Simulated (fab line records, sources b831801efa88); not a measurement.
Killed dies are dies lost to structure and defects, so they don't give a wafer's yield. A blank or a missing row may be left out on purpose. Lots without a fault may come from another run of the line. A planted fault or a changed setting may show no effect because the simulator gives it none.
Chamber matching | flow gf180mcu | GF_V2_CMP_04 on cmp-01: 4 sister chambers
The step polishes SiO2. 8 wafers are shown with their chamber, then 9 later ones without.

WAFERS WITH THEIR CHAMBER
wafer  | chamber | motor_current_A (A) | retaining_ring_pressure_frac
L486.6 | 3       | 12.9                | 1.001
L488.2 | 2       | 13.7                | 1.006
L488.4 | 0       | 11.2                | 0.995
L489.2 | 2       | 14.2                | 0.994
L489.3 | 1       | 12.2                | 1.004
L491.1 | 0       | 11.0                | 0.998
L491.2 | 1       | 12.2                | 0.994
L491.4 | 3       | 12.7                | 1.006

WAFERS WITHOUT THEIR CHAMBER
wafer  | motor_current_A (A) | retaining_ring_pressure_frac
L499.1 | 14.6                | 1.009
L499.2 | 12.9                | 1.004
L499.4 | 11.2                | 1.001
L500.1 | 11.6                | 0.999
L500.3 | 11.5                | 1.000
L500.5 | 14.3                | 1.003
L501.1 | 11.5                | 1.000
L501.4 | 12.8                | 0.992
L501.5 | 14.6                | 1.002

WHICH CHAMBER EACH WENT THROUGH
wafer  | from the rows above     | in truth
L499.1 | 2                       | 2
L499.2 | 3                       | 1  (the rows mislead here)
L499.4 | 0                       | 0
L500.1 | can't be placed: 0 or 1 | 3
L500.3 | can't be placed: 0 or 1 | 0
L500.5 | 2                       | 2
L501.1 | can't be placed: 0 or 1 | 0
L501.4 | can't be placed: 3 or 1 | 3
L501.5 | 2                       | 2
Placed correctly: 4 of 9. Can't be placed from these rows: 4 (the true chamber is among the candidates in 3). Placed wrongly: 1.
How it was worked out, from the rows above alone: a wafer's distance from a chamber is the root of the sum, over the readings, of the square of ((its reading less the chamber's mean) divided by the reading's scatter). The wafer belongs to the nearest chamber; if the next one is less than 2 further off, it can't be placed. A chamber's mean is the mean of its shown wafers. The scatter: the root of (the sum of the squares of (reading less its chamber's mean) over the shown wafers, divided by (wafers less chambers)).
